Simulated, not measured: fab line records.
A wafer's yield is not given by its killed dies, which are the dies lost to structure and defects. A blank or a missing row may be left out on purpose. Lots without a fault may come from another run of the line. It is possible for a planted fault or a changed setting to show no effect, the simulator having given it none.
Struck lot and sound lot, side by side :: flow sfq line :: 15 out of 325 route steps
Sound: these wafers, L937.1, L937.2, L937.3. Struck: wafers L951.5, L951.6. (L951.1 of the same lot was not struck and is left out.) The cause comes at the end.
Order at every step that has rows: each side's tool, ch and its chambers, its first start. Under that, the readings that differ: sound wafers :: struck wafers :: difference of the means :: sigmas: that difference in standard deviations of wafers without a fault.
alike: readings whose means differ by less than 2 such deviations, and words and numbers that are the same on both sides. not compared: withheld readings, readings that some wafer has no value for, bounds like >300 that may hide the same value, and numbers for which the record gives no deviation and whose values overlap.
Wherever a step has rows on one side only, a row that says differs or no value, or a row with sigmas, the two part there. When numbers do not overlap yet have no deviation, they are printed without sigmas and do not part them. A reading missing from all wafers of one side parts the sides only when that side holds two or more wafers.

first, 1 step without rows for these wafers: SFQ_TRILAYER_M6_STRIP_SOLV_CLEAN_164 (cleans in NMP, time 600 s).
SFQ_TRILAYER_I6_DEP_PECVD_165: deposits SiO2 from SiH4/N2O, time 111.11 s, target thk 500 nm.
  sound on pecvd-04 ch 0,1,2, day 62 00:47; struck on pecvd-01 ch 1,2, day 74 14:45
  alike: heater power w, throttle valve pct
SFQ_TRILAYER_I6_CMP_CMP_166: polishes SiO2.
  sound on cmp-01 ch 1,2,3, day 62 00:52; struck on cmp-01 ch 2,3, day 74 16:50
  alike: motor current A, time to endpoint s
SFQ_I6_BOW_MEAS_941:
  struck on film metro-01, day 74 17:50; sound on film metro-04, day 62 03:52
reading: I6_BOW (um)
sound: 15 25 13
struck: -5 -8
difference: -24
sigmas: -2
SFQ_TRILAYER_I6_METRO_MEASURE_167:
  struck on film metro-01, day 74 17:57; sound on film metro-04, day 62 03:59
  alike: thk nm
then, 6 steps without rows for these wafers: SFQ_TRILAYER_I6_VIA_LITHO_COAT_174 (resist thk 62 nm); SFQ_TRILAYER_I6_VIA_LITHO_COAT_169 (resist thk 650 nm); SFQ_TRILAYER_I6_VIA_LITHO_SOFTBAKE_173; SFQ_TRILAYER_I6_VIA_LITHO_EXPOSE_170 (exposes mask I6, target cd 700 nm); SFQ_TRILAYER_I6_VIA_LITHO_PEB_172 (peb time 60 s); SFQ_TRILAYER_I6_VIA_LITHO_DEVELOP_171 (time 60 s).
SFQ_I6_OVL_MEAS_942:
  struck on overlay-01, day 74 22:35; sound on overlay-02, day 62 11:47
  alike: I6_OVL
SFQ_TRILAYER_I6_VIA_BARC_OPEN_VIA_ETCH_235: etches BARC in O2, target depth 125 nm, time 41.7 s.
  sound on rie diel-04 ch 1,2,3, day 62 11:49; struck on rie diel-04 ch 0,3, day 74 22:37
reading: oes product au (a.u.)
sound: 0.684 0.674 0.684
struck: 0.662 0.658
difference: -0.021
sigmas: -5

reading: rf hours counter h (h)
sound: 18 3 16
struck: - -
difference: no value on the struck wafers
sigmas: 

reading: run length s (s)
sound: 69.8 69.6 69.6
struck: 72.7 72.7
difference: +3.0
sigmas: +7

reading: model.KrF_of_TRILAYER_I6_VIA_LITHO_COAT_169.thk nm (nm)
sound: 572.7 570 570.3
struck: 565.9 566.2
difference: -5.0
sigmas: 
  alike: drypump motor current A
SFQ_TRILAYER_I6_VIA_ETCH_VIA_ETCH_172: etches SiO2 in CHF3, stops on Nb, target depth 260 nm.
  sound on rie diel-04 ch 1,2,3, day 62 11:52; struck on rie diel-04 ch 0,3, day 74 22:40
reading: model.KrF_of_TRILAYER_I6_VIA_LITHO_COAT_169.thk nm (nm)
sound: 528.5 525.9 525.5
struck: 521.2 521.9
difference: -5.1
sigmas: 
  alike: drypump motor current A, oes product au
SFQ_TRILAYER_I6_VIA_STRIP_STRIP_173: strips in O2.
  sound on rie metal-04 ch 0,1, day 62 11:58; struck on rie metal-04 ch 0,1, day 74 22:46
  alike: drypump motor current A, oes product au, platen temp c
  not compared: rf hours counter h

## WHERE THEY PART
First at SFQ_I6_BOW_MEAS_941; last, within this record, at SFQ_TRILAYER_I6_VIA_BARC_OPEN_VIA_ETCH_235. Later steps at which nothing parts them and some readings are alike: SFQ_TRILAYER_I6_VIA_ETCH_VIA_ETCH_172, SFQ_TRILAYER_I6_VIA_STRIP_STRIP_173.

WHY: what had been put in by the simulator
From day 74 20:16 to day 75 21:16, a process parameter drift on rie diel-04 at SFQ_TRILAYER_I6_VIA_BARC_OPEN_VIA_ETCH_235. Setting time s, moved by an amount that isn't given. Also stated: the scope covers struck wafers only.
